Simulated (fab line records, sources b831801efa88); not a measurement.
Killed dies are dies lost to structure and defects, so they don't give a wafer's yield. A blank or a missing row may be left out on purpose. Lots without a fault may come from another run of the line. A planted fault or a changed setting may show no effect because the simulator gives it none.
Which tool did it? | flow sky130 | 13 lots, 39 wafers sampled, at 2 steps of a route of 708

WHAT THE GAUGES READ, wafer by wafer
SKY_VIA2_THK_MEAS_01. Usual: VIA2_HDPCVD_THK 1215 nm, standard deviation 11.
lot  | measured     | on            | VIA2_HDPCVD_THK (nm) | flag
L636 | day 35 09:07 | film_metro-01 | 1218 1223 1218       |
L637 | day 35 15:25 | film_metro-01 | 1231 1213 1205       |
L639 | day 36 03:12 | film_metro-04 | 1223 1221 1216       |
L640 | day 36 13:48 | film_metro-01 | 1222 1226 1203       |
L641 | day 36 20:16 | film_metro-03 | 1208 1208 1223       |
L642 | day 37 03:52 | film_metro-01 | 1216 1196 1198       |
L643 | day 37 15:35 | film_metro-03 | 1230 1203 1206       |
L646 | day 38 12:26 | film_metro-04 | 1203 1201 1215       |
L647 | day 38 19:14 | film_metro-01 | 1187 1187 1198       |
L649 | day 39 04:20 | film_metro-01 | 1222 1239 1231       |
L653 | day 40 14:48 | film_metro-01 | 1217 1222 1220       |
L658 | day 41 20:01 | film_metro-04 | 1224 1222 1218       |
L659 | day 41 21:17 | film_metro-01 | 1226 1219 1217       |

WHICH TOOL RAN EACH LOT (tool, then ch and the chambers of the sampled wafers, then the start)
lot  | SKY_METAL2_SPUTTER_04
L636 | pvd_sputter-04, day 34 05:05
L637 | pvd_sputter-03, day 34 11:46
L639 | pvd_sputter-03, day 34 23:34
L640 | pvd_sputter-01, day 35 10:30
L641 | pvd_sputter-03, day 35 16:59
L642 | pvd_sputter-03, day 36 00:38
L643 | pvd_sputter-04, day 36 12:00
L646 | pvd_sputter-03, day 37 09:05
L647 | pvd_sputter-04, day 37 16:12
L649 | pvd_sputter-03, day 38 01:43
L653 | pvd_sputter-04, day 39 13:19
L658 | pvd_sputter-04, day 40 17:46
L659 | pvd_sputter-03, day 40 20:17
- SKY_METAL2_SPUTTER_04: material TiN, target thk 70 nm, time 58.3 s.

WHAT THE TOOLS THEMSELVES READ (means of the sampled wafers that have a number; where no wafer has one, the mark that the record gives instead)
SKY_METAL2_SPUTTER_04. Usual: throttle_valve_pct 30.7 %, standard deviation 1.2.
lot  | tool           | throttle_valve_pct (%) | flag
L636 | pvd_sputter-04 | 30.9                   |
L637 | pvd_sputter-03 | 31.9                   |
L639 | pvd_sputter-03 | 31.4                   |
L640 | pvd_sputter-01 | 30.5                   |
L641 | pvd_sputter-03 | 31.9                   |
L642 | pvd_sputter-03 | 30.8                   |
L643 | pvd_sputter-04 | 30.8                   |
L646 | pvd_sputter-03 | 31.1                   |
L647 | pvd_sputter-04 | 30.8                   |
L649 | pvd_sputter-03 | 31.2                   |
L653 | pvd_sputter-04 | 30.1                   |
L658 | pvd_sputter-04 | 29.8                   |
L659 | pvd_sputter-03 | 31.2                   |

THE ANSWER, worked out from the rows above alone
Rule: a lot is off if the mean of its wafers that have a number lies more than 3 standard deviations from the usual mean. A lot without any number at a reading at which 4 lots or more have one is off too. The other lots that the step has rows for count as sound. The gauges are gone through in route order, then the tools' own readings, and for those a lot's mean is taken as printed above. The first step at which some lot is off is used, and at that step the reading that is off furthest; a lot without a number counts as furthest.
No lot is off at any reading shown: from this, nothing can be told.

WHAT THE SIMULATOR HAD PUT IN
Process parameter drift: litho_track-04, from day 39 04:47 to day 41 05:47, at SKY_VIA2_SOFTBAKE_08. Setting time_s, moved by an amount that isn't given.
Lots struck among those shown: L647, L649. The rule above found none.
